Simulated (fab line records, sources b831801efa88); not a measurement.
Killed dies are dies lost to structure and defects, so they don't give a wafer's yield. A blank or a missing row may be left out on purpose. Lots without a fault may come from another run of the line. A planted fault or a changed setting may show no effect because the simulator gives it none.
A struck lot beside a sound one | flow gf180mcu | 15 steps out of a route of 602
Sound: wafers L945.1, L945.2, L945.6. Struck: wafers L939.2, L939.4, L939.5. The cause comes at the end.
At each step with rows: each side's tool, then ch and its chambers, then its first start. Under that, the readings that differ: sound wafers | struck wafers | difference of the means | sigmas: that difference in standard deviations of wafers without a fault.
alike: readings whose means differ by less than 2 such deviations, and words and numbers that are the same on both sides. not compared: withheld readings, readings that some wafer has no value for, bounds like >300 that may hide the same value, and numbers for which the record gives no deviation and whose values overlap.
The two part at a step that has a row with sigmas, a row that says differs or no value, or rows on one side only. Numbers that don't overlap but have no deviation are shown without sigmas and don't part them. A reading that every wafer of one side lacks parts them only if that side has two wafers or more.

GF_V4_BOW_MEAS_05:
  sound on film_metro-02, day 29 13:31; struck on film_metro-02, day 27 21:18
  alike: V4_BOW
then, 8 steps without rows for these wafers: GF_V4_DEHYDRATE_06 (time 60 s); GF_V4_HMDS_07 (prime time 60 s); GF_V4_COAT_08; GF_V4_COAT_09 (resist thk 1000 nm); GF_V4_SOFTBAKE_10 (time 60 s); GF_V4_EXPOSE_11 (exposes mask Via4, target cd 260 nm); GF_V4_PEB_12 (peb time 90 s); GF_V4_DEVELOP_13 (develop time 60 s).
GF_V4_CD_MEAS_14: target cd 260 nm.
  sound on cd_sem-02, day 30 07:53; struck on cd_sem-01, day 28 17:24
  reading    | sound             | struck            | difference | sigmas
  cd_nm (nm) | 258.9 258.3 258.6 | 261.1 261.8 260.9 | +2.7       | +2
GF_V4_OVL_MEAS_15:
  sound on overlay-02, day 30 08:00; struck on overlay-02, day 28 17:31
  alike: V4_OVL
GF_V4_ETCH_16: etches BARC in N2/H2.
  sound on rie_diel-04 ch 2,3, day 30 08:02; struck on rie_diel-04 ch 0,1,3, day 28 17:32
  alike: bias_w, chamber_pressure_mTorr, drypump_motor_current_A, oes_product_au, throttle_valve_pct
GF_V4_ETCH_17: etches SiO2 in C4F8/O2/Ar, stops on TiN, target depth 630 nm.
  sound on rie_diel-04 ch 2,3, day 30 08:00; struck on rie_diel-04 ch 0,1,3, day 28 17:00
  no value came back on the struck wafers for bias_w (W), chamber_pressure_mTorr (mTorr), oes_product_au (a.u.); on the sound wafers bias_w (W) reads 1203 1205 1204
GF_V4_STRIP_18: strips in O2/N2.
  sound on plasma_asher-01 ch 0,1, day 30 08:10; struck on plasma_asher-01 ch 0,1, day 28 17:40
  reading               | sound             | struck            | difference | sigmas
  oes_product_au (a.u.) | 0.592 0.597 0.591 | 0.674 0.678 0.665 | +0.079     | +16
  alike: chamber_pressure_mTorr, drypump_motor_current_A, heater_power_w, platen_temp_c
  not compared: rf_hours_counter_h
then, 1 step without rows for these wafers: GF_V4_STRIP_19 (strips in post etch residue remover, time 1200 s).

WHERE THEY PART
First at GF_V4_CD_MEAS_14; last, within this record, at GF_V4_STRIP_18.

WHY: what the simulator had put in
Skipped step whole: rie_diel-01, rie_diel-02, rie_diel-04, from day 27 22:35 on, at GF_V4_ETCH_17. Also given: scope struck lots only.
